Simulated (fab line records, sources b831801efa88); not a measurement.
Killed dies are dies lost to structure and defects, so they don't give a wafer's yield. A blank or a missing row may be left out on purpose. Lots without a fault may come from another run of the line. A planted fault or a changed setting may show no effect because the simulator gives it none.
Which tool did it? | flow sfq_line | 7 lots, 20 wafers sampled, at 2 steps of a route of 325

WHAT THE GAUGES READ, wafer by wafer
SFQ_M2_RS_MEAS_914: measures by four-point-probe.
lot  | measured     | on            | M2_NB_RS (ohm/sq)
L350 | day 18 04:14 | film_metro-01 | 0.892 0.901 0.889
L352 | day 18 17:30 | film_metro-03 | 0.892 0.897 0.892
L359 | day 21 12:38 | film_metro-03 | 0.839 0.898
L364 | day 23 23:55 | film_metro-02 | 0.899 0.892 0.901
L367 | day 25 05:30 | film_metro-01 | 0.896 0.898 0.897
L369 | day 25 21:51 | film_metro-02 | 0.908 0.898 0.904
L371 | day 26 17:07 | film_metro-01 | 0.902 0.904 0.896

WHICH TOOL RAN EACH LOT (tool, then ch and the chambers of the sampled wafers, then the start)
lot  | SFQ_TRILAYER_M2_DEP_SPUTTER_055
L350 | pvd_sputter-06, day 18 04:09
L352 | pvd_sputter-04, day 18 17:21
L359 | pvd_sputter-04, day 21 12:32
L364 | pvd_sputter-06, day 23 23:48
L367 | pvd_sputter-06, day 25 05:23
L369 | pvd_sputter-06, day 25 21:44
L371 | pvd_sputter-06, day 26 17:01
- SFQ_TRILAYER_M2_DEP_SPUTTER_055: material Nb, target thk 200 nm, time 133.3 s.

THE ANSWER, worked out from the rows above alone
Rule: what is usual is taken from the lots themselves. Put in order of their means at a reading, lots are off if they are a third of the lots or fewer, leave a main group of 4 or more, and stand apart from it by a gap of 3 or more times the standard deviation of the main group's means; of several such gaps the widest counts. A main group whose means are all the same, to the digits that the tables above print for the reading, isn't used. A lot without any number at a reading at which 4 lots or more have one is off too. The other lots that the step has rows for count as sound.
Off: L359, at SFQ_M2_RS_MEAS_914 (M2_NB_RS). The main group: mean 0.898 ohm/sq, standard deviation 0.0034.
A tool fits if, at a process step before that reading, it ran every lot that is off, and no sound lot after the first of them. The gauges at SFQ_M2_RS_MEAS_914 are tried like those tools. Can't be told from this: 2 tools fit, pvd_sputter-04 at SFQ_TRILAYER_M2_DEP_SPUTTER_055, film_metro-03 at SFQ_M2_RS_MEAS_914.

WHAT THE SIMULATOR HAD PUT IN
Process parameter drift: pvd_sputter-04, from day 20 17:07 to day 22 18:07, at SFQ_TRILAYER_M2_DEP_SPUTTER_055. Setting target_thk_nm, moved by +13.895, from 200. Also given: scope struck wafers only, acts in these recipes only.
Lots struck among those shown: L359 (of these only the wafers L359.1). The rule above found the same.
